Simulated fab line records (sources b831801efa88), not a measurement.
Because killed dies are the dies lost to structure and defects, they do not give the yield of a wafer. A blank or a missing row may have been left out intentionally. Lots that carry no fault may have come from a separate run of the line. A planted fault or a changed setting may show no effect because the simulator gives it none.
The tool behind it: which one? + flow gf180mcu + Sampling: 13 lots, 39 wafers, 6 of 602 route steps

WHAT THE GAUGES SHOWED, per wafer
GF_PSD_RS_MEAS_14: measurement is done with a four-point probe.
| lot  | measured     | on           | NSD_RS (ohm/sq)   |
|------|--------------|--------------|-------------------|
| L206 | day 13 23:01 | filmMetro-04 | 46.11 46.11 45.97 |
| L207 | day 14 10:34 | filmMetro-02 | 46.16 46.15 46.18 |
| L209 | day 14 23:08 | filmMetro-02 | 40.16 40.24 40.26 |
| L210 | day 15 10:17 | filmMetro-01 | 40.26 40.16 40.20 |
| L211 | day 15 20:07 | filmMetro-04 | 40.14 40.17 40.19 |
| L217 | day 18 04:42 | filmMetro-02 | 46.24 46.15 46.25 |
| L218 | day 18 07:59 | filmMetro-04 | 46.08 46.16 46.17 |
| L219 | day 18 21:47 | filmMetro-02 | 46.29 46.13 46.25 |
| L221 | day 19 19:26 | filmMetro-01 | 46.20 46.11 46.15 |
| L224 | day 21 04:37 | filmMetro-04 | 45.99 46.15 46.17 |
| L225 | day 21 07:44 | filmMetro-01 | 46.05 45.93 46.12 |
| L226 | day 21 12:56 | filmMetro-01 | 46.02 46.12 46.20 |
| L228 | day 22 02:21 | filmMetro-02 | 46.34 46.39 46.23 |

GF_PSD_RS_MEAS_15: measurement is done with a four-point probe.
| lot  | measured     | on           | PSD_RS (ohm/sq)   |
|------|--------------|--------------|-------------------|
| L206 | day 13 23:08 | filmMetro-04 | 108.7 108.6 108.5 |
| L207 | day 14 10:41 | filmMetro-02 | 108.8 109.2 108.9 |
| L209 | day 14 23:16 | filmMetro-02 | 91.7 91.7 91.7    |
| L210 | day 15 10:25 | filmMetro-01 | 91.8 91.5 91.6    |
| L211 | day 15 20:14 | filmMetro-04 | 91.6 91.6 91.3    |
| L217 | day 18 04:49 | filmMetro-02 | 108.1 108.1 108.5 |
| L218 | day 18 08:07 | filmMetro-04 | 108.2 108.6 108.6 |
| L219 | day 18 21:54 | filmMetro-02 | 108.6 108.7 108.6 |
| L221 | day 19 19:34 | filmMetro-01 | 108.6 108.5 108.4 |
| L224 | day 21 04:44 | filmMetro-04 | 108.9 108.9 108.7 |
| L225 | day 21 07:51 | filmMetro-01 | 108.3 108.4 108.3 |
| L226 | day 21 13:03 | filmMetro-01 | 108.7 108.4 108.8 |
| L228 | day 22 02:28 | filmMetro-02 | 109.1 109.3 109.2 |

GF_CONTACT_BOW_MEAS_05.
| lot  | measured     | on           | CONTACT_BOW (um) |
|------|--------------|--------------|------------------|
| L206 | day 14 20:22 | filmMetro-03 | 63 66 74         |
| L207 | day 15 09:22 | filmMetro-01 | 62 65 52         |
| L209 | day 15 21:55 | filmMetro-03 | 62 75 62         |
| L210 | day 16 09:42 | filmMetro-03 | 63 66 73         |
| L211 | day 16 20:39 | filmMetro-04 | 69 54 55         |
| L217 | day 19 06:55 | filmMetro-01 | 63 58 65         |
| L218 | day 19 08:50 | filmMetro-03 | 63 63 70         |
| L219 | day 19 23:52 | filmMetro-01 | 57 68 66         |
| L221 | day 20 21:22 | filmMetro-01 | 62 64 70         |
| L224 | day 22 05:56 | filmMetro-04 | 70 53 59         |
| L225 | day 22 09:17 | filmMetro-01 | 65 64 82         |
| L226 | day 22 13:43 | filmMetro-01 | 61 66 77         |
| L228 | day 23 03:04 | filmMetro-01 | 58 63 72         |

GF_CONTACT_THK_MEAS_26: measures by xrf.
| lot  | measured     | on           | CONTACT_W_THK (nm) |
|------|--------------|--------------|--------------------|
| L206 | day 15 19:05 | filmMetro-01 | 306 304 306        |
| L207 | day 16 08:19 | filmMetro-03 | 305 300 302        |
| L209 | day 16 21:06 | filmMetro-03 | 311 314 302        |
| L210 | day 17 09:29 | filmMetro-04 | 291 297 301        |
| L211 | day 17 20:51 | filmMetro-04 | 302 308 299        |
| L217 | day 20 08:39 | filmMetro-03 | 302 310 301        |
| L218 | day 20 10:22 | filmMetro-01 | 296 302 298        |
| L219 | day 21 01:33 | filmMetro-01 | 308 312 306        |
| L221 | day 21 22:24 | filmMetro-01 | 296 296 303        |
| L224 | day 23 06:18 | filmMetro-03 | 303 306 311        |
| L225 | day 23 09:25 | filmMetro-04 | 302 303 303        |
| L226 | day 23 13:47 | filmMetro-04 | 314 317 311        |
| L228 | day 24 01:57 | filmMetro-01 | 296 300 299        |

GF_M1_OVL_MEAS_15.
| lot  | measured     | on         | M1_OVL (nm) |
|------|--------------|------------|-------------|
| L206 | day 16 18:07 | overlay-02 | -12 0 -5    |
| L207 | day 17 07:31 | overlay-01 | -7 -9 -1    |
| L209 | day 17 20:37 | overlay-01 | 3 10 4      |
| L210 | day 18 08:53 | overlay-01 | -7 -10 -5   |
| L211 | day 18 19:51 | overlay-02 | 10 1 -2     |
| L217 | day 21 09:20 | overlay-02 | -2 3 7      |
| L218 | day 21 11:06 | overlay-02 | -4 3 -4     |
| L219 | day 22 01:49 | overlay-02 | 1 -4 -2     |
| L221 | day 22 21:52 | overlay-02 | 6 3 1       |
| L224 | day 24 05:25 | overlay-01 | -5 1 1      |
| L225 | day 24 08:57 | overlay-01 | 2 -4 1      |
| L226 | day 24 12:52 | overlay-02 | -9 -3 -10   |
| L228 | day 24 23:50 | overlay-01 | 1 0 1       |

EACH LOT AND THE TOOL THAT RAN IT (in order: tool; ch and the chambers of the sampled wafers; start)
| lot  | GF_PSD_RTA_13                   |
|------|---------------------------------|
| L206 | rtpAnneal-01 ch 0, day 13 22:56 |
| L207 | rtpAnneal-01 ch 0, day 14 10:28 |
| L209 | rtpAnneal-01 ch 0, day 14 23:04 |
| L210 | rtpAnneal-01 ch 0, day 15 10:11 |
| L211 | rtpAnneal-01 ch 0, day 15 20:01 |
| L217 | rtpAnneal-02 ch 0, day 18 04:37 |
| L218 | rtpAnneal-01 ch 0, day 18 07:54 |
| L219 | rtpAnneal-01 ch 0, day 18 21:41 |
| L221 | rtpAnneal-01 ch 0, day 19 19:22 |
| L224 | rtpAnneal-02 ch 0, day 21 04:31 |
| L225 | rtpAnneal-02 ch 0, day 21 07:38 |
| L226 | rtpAnneal-01 ch 0, day 21 12:51 |
| L228 | rtpAnneal-02 ch 0, day 22 02:15 |
- GF_PSD_RTA_13: time 20 s.

AS READ BY THE TOOLS THEMSELVES (means over the sampled wafers that have a number; for cases with no such wafer, the mark the record gives instead)
GF_PSD_RTA_13.
| lot  | tool         | chamberO2Ppm | lampPowerPct (%) | wafer_temp_C_max |
|------|--------------|--------------|------------------|------------------|
| L206 | rtpAnneal-01 | 1.994        | 34.2             | 1029.6           |
| L207 | rtpAnneal-01 | 2.027        | 34.2             | 1029.0           |
| L209 | rtpAnneal-01 | 2.006        | 38.0             | 1069.7           |
| L210 | rtpAnneal-01 | 1.977        | 38.0             | 1069.9           |
| L211 | rtpAnneal-01 | 1.989        | 38.0             | 1070.0           |
| L217 | rtpAnneal-02 | 2.016        | 28.8             | 1028.8           |
| L218 | rtpAnneal-01 | 1.976        | 34.2             | 1028.8           |
| L219 | rtpAnneal-01 | 1.982        | 34.2             | 1028.6           |
| L221 | rtpAnneal-01 | 1.976        | 34.1             | 1028.6           |
| L224 | rtpAnneal-02 | 1.994        | 28.8             | 1028.5           |
| L225 | rtpAnneal-02 | 1.986        | 28.9             | 1029.2           |
| L226 | rtpAnneal-01 | 1.995        | 34.2             | 1029.8           |
| L228 | rtpAnneal-02 | 1.999        | 28.9             | 1029.7           |

THE ANSWER, worked out from the rows above alone
Rule: the usual values come from the lots themselves. Put in order of their means at a reading, lots are off if they are a third of the lots or fewer, leave a main group of 4 or more, and stand apart from it by a gap of 3 or more times the standard deviation of the main group's means; of several such gaps the widest counts. The tables above print the reading to a certain number of digits; a main group whose means all agree to those digits is not used. Also off: a lot with no number at a reading for which 4 or more lots have one. Any other lot the step has rows for is counted as sound. After the gauges, taken in route order, come the tools' own readings; for these a lot's mean is taken, as printed above. The first step at which some lot is off is used, and at that step the reading that is off furthest; a lot without a number counts as furthest.
Off: at GF_PSD_RS_MEAS_14 (NSD_RS), L209, L210, L211. The main group: mean 46.15 ohm/sq, standard deviation 0.08.
If a tool, at a process step before that reading, ran all the lots that are off and no sound lot after the first of them, it fits. The gauges at GF_PSD_RS_MEAS_14 aren't tried: what is off there is off at GF_PSD_RTA_13 too, on other tools, and a gauge's error can't cause that. Not one of the candidates tried fits.

WHAT THE SIMULATOR HAD INSERTED
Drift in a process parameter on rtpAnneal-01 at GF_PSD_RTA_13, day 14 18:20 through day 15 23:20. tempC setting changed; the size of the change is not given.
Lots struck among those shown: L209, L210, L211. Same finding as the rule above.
